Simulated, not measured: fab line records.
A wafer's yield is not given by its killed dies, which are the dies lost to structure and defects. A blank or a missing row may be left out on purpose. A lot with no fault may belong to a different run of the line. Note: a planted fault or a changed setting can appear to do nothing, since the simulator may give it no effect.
Matching of chambers    flow gf180mcu    GF_V2_CVD_00 on hdpcvd-02: 3 sister chambers
The step deposits SiO2, target thk 600 nm, time 100 s. 14 wafers are shown with their chamber, then 7 later ones without.

EACH WAFER AND ITS CHAMBER
wafer   chamber  run_length_s (s)  pressure_mtorr (mTorr)  susceptor_temp_C (C)
L749.2  0        128.8             5.997                   399.87
L749.3  1        127.7             6.009                   400.41
L749.4  0        128.1             5.987                   400.23
L752.2  0        128.3             6.005                   400.11
L752.3  1        127.0             6.002                   399.86
L752.6  0        128.4             6.006                   400.17
L755.3  0        128.3             6.003                   399.64
L755.4  0        128.1             6.005                   400.21
L755.6  1        127.1             6.005                   399.85
L759.2  1        127.2             6.001                   399.50
L759.5  2        127.2             5.965                   399.79
L759.6  1        127.0             6.002                   399.55
L764.1  0        128.4             6.019                   399.84
L764.3  2        127.5             5.990                   400.22

SIGNATURES (averages over the wafers above)
reading           chamber 0  chamber 1  chamber 2  scatter within a chamber
run_length_s      128.343    127.200    127.350    0.256
pressure_mtorr    6.00314    6.00380    5.97750    0.00915
susceptor_temp_C  400.0100   399.8340   400.0050   0.29
Rule: distance of a wafer from a chamber = root of the sum over the readings of ((wafer's reading minus chamber's mean) / reading's scatter) squared. If the next closest chamber is less than 2 further off than the closest, the wafer can't be placed; otherwise it belongs to the closest. The scatter is the square root of a quotient: the sum, over the shown wafers, of each reading's squared deviation from its chamber's mean, divided by wafers minus chambers.

WAFERS MISSING THEIR CHAMBER
wafer   run_length_s (s)  pressure_mtorr (mTorr)  susceptor_temp_C (C)
L764.4  127.7             6.017                   399.66
L770.1  127.0             5.990                   399.83
L770.2  127.8             5.989                   400.03
L770.6  127.1             6.002                   399.71
L772.1  127.2             6.000                   400.27
L772.2  127.5             6.000                   399.92
L772.4  127.3             6.018                   399.83

EACH ONE'S CHAMBER
wafer    from the rows above            in truth
L764.4   can't be placed: 1 or 0        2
L770.1   can't be placed: 1 or 2        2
L770.2   can't be placed: 2 or 0 or 1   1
L770.6   1                              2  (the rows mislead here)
L772.1   can't be placed: 1 or 2        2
L772.2   can't be placed: 1 or 2        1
L772.4   1                              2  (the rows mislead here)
Correct placement for 0 of the 7. Can't be placed from these rows: 5 (the true chamber is among the candidates in 4). 2 placed wrongly.
